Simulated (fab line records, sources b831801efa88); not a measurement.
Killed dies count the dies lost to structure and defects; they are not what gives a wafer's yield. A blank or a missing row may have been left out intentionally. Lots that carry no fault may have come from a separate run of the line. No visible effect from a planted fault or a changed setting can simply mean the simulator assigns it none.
A struck lot beside a sound one    flow sky130    19 steps out of a route of 708
Sound: the wafers L224.1, L224.4, L224.5. Struck: wafer L219.1. (L219.6 of the same lot was not struck and is left out.) The cause comes at the end.
At each step with rows: each side's tool, then ch and its chambers, then its first start. Under that, the readings that differ: sound wafers    struck wafers    difference of the means    sigmas: that difference in standard deviations of wafers without a fault.
alike: a reading whose means differ by less than 2 such deviations, as well as words and numbers matching on both sides. not compared: withheld readings; readings where some wafer has no value; bounds like >300 that might hide an equal value; numbers whose values overlap and for which the record gives no deviation.
A row with sigmas, a row that says differs or no value, or rows on one side alone: a step with any of these is where the two part. Numbers that have no deviation but don't overlap get no sigmas and don't part them. A reading that every wafer of one side lacks parts them only if that side has two wafers or more.

first, 4 steps without rows for these wafers: SKY_LDD_N_IMPLANT_12; SKY_LDD_N_IMPLANT_13; SKY_LDD_N_IMPLANT_14; SKY_LDD_N_IMPLANT_15.
SKY_LDD_N_STRIP_16: strips in O2/N2.
  sound on plasma-asher-03 ch 0,1, day 23 06:12; struck on plasma-asher-03 ch 1, day 21 19:44
  alike: drypump-motor-current-A, oes-product-au, strip-time-to-endpoint-s
  not compared: rf-hours-counter-h
SKY_LDD_N_TW_MEAS_17:
  sound on film-metro-02, day 23 06:18; struck on film-metro-04, day 21 19:50
  alike: LDD_N_TW
then, 6 steps without rows for these wafers: SKY_LDD_P_DEHYDRATE_00 (time 60 s); SKY_LDD_P_HMDS_01 (prime time 60 s); SKY_LDD_P_COAT_02 (resist thk 1140 nm); SKY_LDD_P_SOFTBAKE_03 (time 60 s); SKY_LDD_P_EXPOSE_04 (exposes mask PSDM, target cd 380 nm); SKY_LDD_P_PEB_05.
SKY_LDD_P_DEVELOP_06: develop time 60 s.
  sound on litho-track-02 ch 0, day 24 12:46; struck on litho-track-01 ch 0, day 23 02:14
  alike: exhaust-pa
SKY_LDD_P_CD_MEAS_07: target cd 380 nm.
  sound on cd-sem-02, day 24 12:55; struck on cd-sem-02, day 23 02:23
  not compared: cd-nm
SKY_LDD_P_OVL_MEAS_08:
  sound on overlay-02, day 24 13:02; struck on overlay-02, day 23 02:31
  not compared: LDD_P_OVL
next, for these wafers, 1 step has no rows: SKY_LDD_P_IMPLANT_09.
SKY_LDD_P_STRIP_10: strips in O2/N2.
  sound on plasma-asher-01 ch 0,1, day 24 13:18; struck on plasma-asher-01 ch 0, day 23 02:42
  alike: drypump-motor-current-A, oes-product-au, strip-time-to-endpoint-s
  not compared: rf-hours-counter-h
SKY_LDD_P_TW_MEAS_11:
  sound on film-metro-03, day 24 13:24; struck on film-metro-02, day 23 02:48
reading   sound        struck  difference  sigmas
LDD_P_TW  629 629 628  30      -599        -99 or more
then, 1 step without rows for these wafers: SKY_LDD_HVN_DEHYDRATE_00 (time 60 s).

WHERE THEY PART
Only at SKY_LDD_P_TW_MEAS_11, within this record.

WHY: whatever the simulator had introduced
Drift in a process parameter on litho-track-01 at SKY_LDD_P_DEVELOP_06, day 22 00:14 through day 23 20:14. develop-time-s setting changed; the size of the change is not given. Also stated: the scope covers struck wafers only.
